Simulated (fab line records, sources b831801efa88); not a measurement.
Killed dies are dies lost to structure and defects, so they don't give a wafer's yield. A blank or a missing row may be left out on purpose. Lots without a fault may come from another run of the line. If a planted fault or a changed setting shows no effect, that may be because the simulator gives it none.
One fault seen from 2 desks + flow gf180mcu + each desk has only its own numbers; what lay behind them comes last

== AT THE METROLOGY DESK ==
What the gauges read for every lot (on any tool): the sampled wafers with a number, averaged. Any lot whose mean is over 4 standard deviations away from the usual mean is out of limits and marked OUT; that distance is given in the brackets.
Columns: A = HV_LDD_3_TW at GF_HV_LDD_TW_MEAS_38, usual 1441; B = HV_LDD_RS at GF_HV_LDD_RS_MEAS_53, usual 418.3 ohm/sq; C = M1_ALCU_THK at GF_M1_THK_MEAS_06, usual 452 nm; D = M1_OVL at GF_M1_OVL_MEAS_15, usual 2 nm
| lot  | first seen here | A               | B                | C   | D  |
|------|-----------------|-----------------|------------------|-----|----|
| L272 | day 11 14:50    | 1444            | 418.4            | 453 | 4  |
| L273 | day 12 05:28    | 1441            | 418.9            | 439 | 8  |
| L274 | day 12 07:14    | 1446            | 419.0            | 452 | 4  |
| L275 | day 12 18:29    | 1441            | 418.4            | 458 | 3  |
| L276 | day 12 23:31    | 1443            | 419.5            | 455 | -4 |
| L277 | day 13 12:30    | 1439            | 418.8            | 448 | 4  |
| L278 | day 13 13:47    | 1437            | 418.3            | 454 | -4 |
| L287 | day 16 16:56    | 1451            | 414.1 (-4.5) OUT | 447 | 0  |
| L288 | day 17 02:20    | 1470 (+4.6) OUT | 415.2            | 450 | 1  |
| L292 | day 18 07:47    | 1447            | 417.0            | 446 | 7  |
| L294 | day 18 23:41    | 1442            | 419.9            | 451 | 2  |
| L295 | day 19 05:34    | 1444            | 417.1            | 449 | 1  |
Finding of this desk: L287, L288 out of limits, first seen on L288 at day 17 02:20 (HV_LDD_3_TW at GF_HV_LDD_TW_MEAS_38). In limits: L272, L273, L274, L275, L276, L277, L278, L292, L294, L295.

== THE TOOL OWNER'S DESK: implanter-03 ==
The tool's own readings at GF_HV_LDD_IMPLANT_34: means of the sampled wafers that have a number, for each lot that ran on this tool. Any lot whose mean is over 4 standard deviations away from the usual mean is out of limits and marked OUT; that distance is given in the brackets.
Columns: A = dose_ions_cm2 at GF_HV_LDD_IMPLANT_34, usual 7.5e+12; B = end_station_pressure_torr at GF_HV_LDD_IMPLANT_34, usual 5.05e-06 Torr; C = faraday_current_uA at GF_HV_LDD_IMPLANT_34, usual 42.3
| lot  | first seen here | A                         | B        | C               |
|------|-----------------|---------------------------|----------|-----------------|
| L275 | day 12 17:58    | 7.5e+12                   | 5.10e-06 | 41.9            |
| L276 | day 12 22:58    | 7.5e+12                   | 5.05e-06 | 42.3            |
| L277 | day 13 11:59    | 7.5e+12                   | 4.89e-06 | 41.9            |
| L287 | day 16 16:23    | 8.6e+12 (+99 or more) OUT | 5.21e-06 | 48.6 (+7.6) OUT |
| L288 | day 17 01:47    | 8.6e+12 (+99 or more) OUT | 5.03e-06 | 49.2 (+8.4) OUT |
Finding of this desk: L287, L288 out of limits; the first was L287 at day 16 16:23, on dose_ions_cm2 at GF_HV_LDD_IMPLANT_34. In limits: L275, L276, L277.

== ALL TOGETHER ==
At day 16 16:23, on L287, L288, the tool owner's desk was in a position to raise an alarm.
At day 17 02:20 the metrology desk could have sounded an alarm, on L287, L288.
Every lot named ran GF_HV_LDD_IMPLANT_34 on implanter-03.

== WHAT HAD BEEN PUT IN BY THE SIMULATOR ==
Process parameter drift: implanter-03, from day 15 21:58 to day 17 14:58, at GF_HV_LDD_IMPLANT_34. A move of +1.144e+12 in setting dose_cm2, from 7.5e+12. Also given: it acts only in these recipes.
Shown lots that were struck: L287, L288.
Hours from the fault's start to each desk's first reading out of limits: the tool owner's desk, 18; the metrology desk, 28.
